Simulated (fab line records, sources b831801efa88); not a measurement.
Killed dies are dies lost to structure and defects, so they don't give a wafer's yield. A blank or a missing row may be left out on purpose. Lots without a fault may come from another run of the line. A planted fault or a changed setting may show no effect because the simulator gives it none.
A struck lot beside a sound one | flow sky130 | 19 steps out of a route of 708
Sound: wafers L866.2, L866.3, L866.4. Struck: wafer L871.3. (L871.1, L871.6 of the same lot were not struck and are left out.) The cause comes at the end.
At each step with rows: each side's tool, then ch and its chambers, then its first start. Under that, the readings that differ: sound wafers | struck wafers | difference of the means | sigmas: that difference in standard deviations of wafers without a fault.
alike: readings whose means differ by less than 2 such deviations, and words and numbers that are the same on both sides. not compared: withheld readings, readings that some wafer has no value for, bounds like >300 that may hide the same value, and numbers for which the record gives no deviation and whose values overlap.
The two part at a step that has a row with sigmas, a row that says differs or no value, or rows on one side only. Numbers that don't overlap but have no deviation are shown without sigmas and don't part them. A reading that every wafer of one side lacks parts them only if that side has two wafers or more.

SKY_CONTACT_ETCH_18: etches Si3N4 in CHF3/O2, stops on TiN, time 39 s, target depth 75 nm.
  sound on rie_diel-01 ch 0,2,3; struck on rie_diel-03 ch 1
  alike: drypump_motor_current_A, oes_product_au, throttle_valve_pct
  not compared: rf_hours_counter_h
SKY_CONTACT_STRIP_19: strips in O2/N2.
  sound on plasma_asher-03 ch 0,1, day 33 03:31; struck on plasma_asher-02 ch 1, day 35 02:11
  reading                     | sound          | struck | difference | sigmas
  drypump_motor_current_A (A) | 6.47 6.41 5.99 | 5.70   | -0.59      | -2
  alike: oes_product_au, strip_time_to_endpoint_s
  not compared: rf_hours_counter_h
then, 3 steps without rows for these wafers: SKY_CONTACT_STRIP_20 (strips in post etch residue remover, time 1200 s); SKY_CONTACT_CLEAN_21 (cleans in IPA, time 180 s); SKY_CONTACT_CLEAN_22 (cleans in O3/DIW).
SKY_CONTACT_SPUTTER_23: material TiN, target thk 20 nm, time 77.13 s.
  sound on pvd_sputter-04, day 33 04:07; struck on pvd_sputter-04, day 35 02:46
  alike: throttle_valve_pct
then, 1 step without rows for these wafers: SKY_CONTACT_CVD_24 (deposits W, target thk 340 nm, time 102.12 s).
SKY_CONTACT_RS_MEAS_25: measures by four-point-probe.
  sound on film_metro-01, day 33 04:18; struck on film_metro-04, day 35 02:56
  alike: CONTACT_W_RS
SKY_CONTACT_THK_MEAS_26: measures by xrf.
  sound on film_metro-01, day 33 04:25; struck on film_metro-04, day 35 03:04
  alike: CONTACT_W_THK
SKY_CONTACT_CMP_27: polishes, stops on SiO2, t overpolish 15 s, target thk 0 nm.
  sound on cmp-01 ch 0,1,2, day 33 04:28; struck on cmp-02 ch 1, day 35 03:07
  alike: motor_current_A, overpolish_run_s, slurry_flow_ml_min, time_to_endpoint_s
then, 1 step without rows for these wafers: SKY_METAL1_SPUTTER_00 (material Ti, target thk 15 nm, time 10 s).
SKY_METAL1_SPUTTER_01: material TiN, target thk 20 nm, time 16.7 s.
  sound on pvd_sputter-02, day 33 04:47; struck on pvd_sputter-01, day 35 03:26
  alike: throttle_valve_pct
SKY_METAL1_SPUTTER_02: material AlCu, target thk 250 nm, time 13.3 s.
  sound on pvd_sputter-02, day 33 04:49; struck on pvd_sputter-01, day 35 03:28
  reading                                     | sound           | struck | difference | sigmas
  model.AlCu_of_METAL1_SPUTTER_02.thk_nm (nm) | 253.3 253 251.6 | 268.4  | +15.8      |
  alike: throttle_valve_pct
then, 2 steps without rows for these wafers: SKY_METAL1_SPUTTER_03 (material Ti, target thk 5 nm, time 3.3 s); SKY_METAL1_SPUTTER_04 (material TiN, target thk 70 nm, time 58.3 s).
SKY_METAL1_RS_MEAS_05: measures by four-point-probe.
  sound on film_metro-01, day 33 04:55; struck on film_metro-04, day 35 03:34
  reading                 | sound                | struck | difference | sigmas
  METAL1_ALCU_RS (ohm/sq) | 0.1250 0.1250 0.1260 | 0.1180 | -0.0073    | -6
SKY_METAL1_THK_MEAS_06: measures by xrf.
  sound on film_metro-01, day 33 05:02; struck on film_metro-04, day 35 03:41
  reading              | sound       | struck | difference | sigmas
  METAL1_ALCU_THK (nm) | 246 249 247 | 263    | +16        | +5
then, 1 step without rows for these wafers: SKY_METAL1_DEHYDRATE_07 (time 60 s).
-- the record jumps here: 13 days lie between the struck wafers' starts before and after (it left off in module METAL1 and takes up again in module PAD_OPEN, whose first step shown is number 708 of the route) --
SKY_PAD_OPEN_PROBE_99:
  sound on prober-01, day 46 22:20; struck on prober-02, day 48 07:02
  reading                      | sound                | struck | difference | sigmas
  killed_at_M0_to_M3           | 34 44 33             | 51     | +14        | +2
  killed_at_front_end          | 23 15 19             | 9      | -10        | -2
  model.etest.met1.line_ohm_um | 0.8939 0.8751 0.9177 | 0.871  | -0.025     |
  model.etest.met1.rs_ohm_sq   | 0.1259 0.1274 0.128  | 0.1192 | -0.0079    |
  alike: defect_limited_yield, killed_at_M4_up, killed_at_contacts, killed_at_other, killed_dies, killed_open, killed_short, sort_bin_3_pad_short, sort_bin_5_function, sort_bin_6_memory, sort_n_pass, sort_yield_pct

WHERE THEY PART
First at SKY_CONTACT_STRIP_19; last, within this record, at SKY_PAD_OPEN_PROBE_99.

WHY: what the simulator had put in
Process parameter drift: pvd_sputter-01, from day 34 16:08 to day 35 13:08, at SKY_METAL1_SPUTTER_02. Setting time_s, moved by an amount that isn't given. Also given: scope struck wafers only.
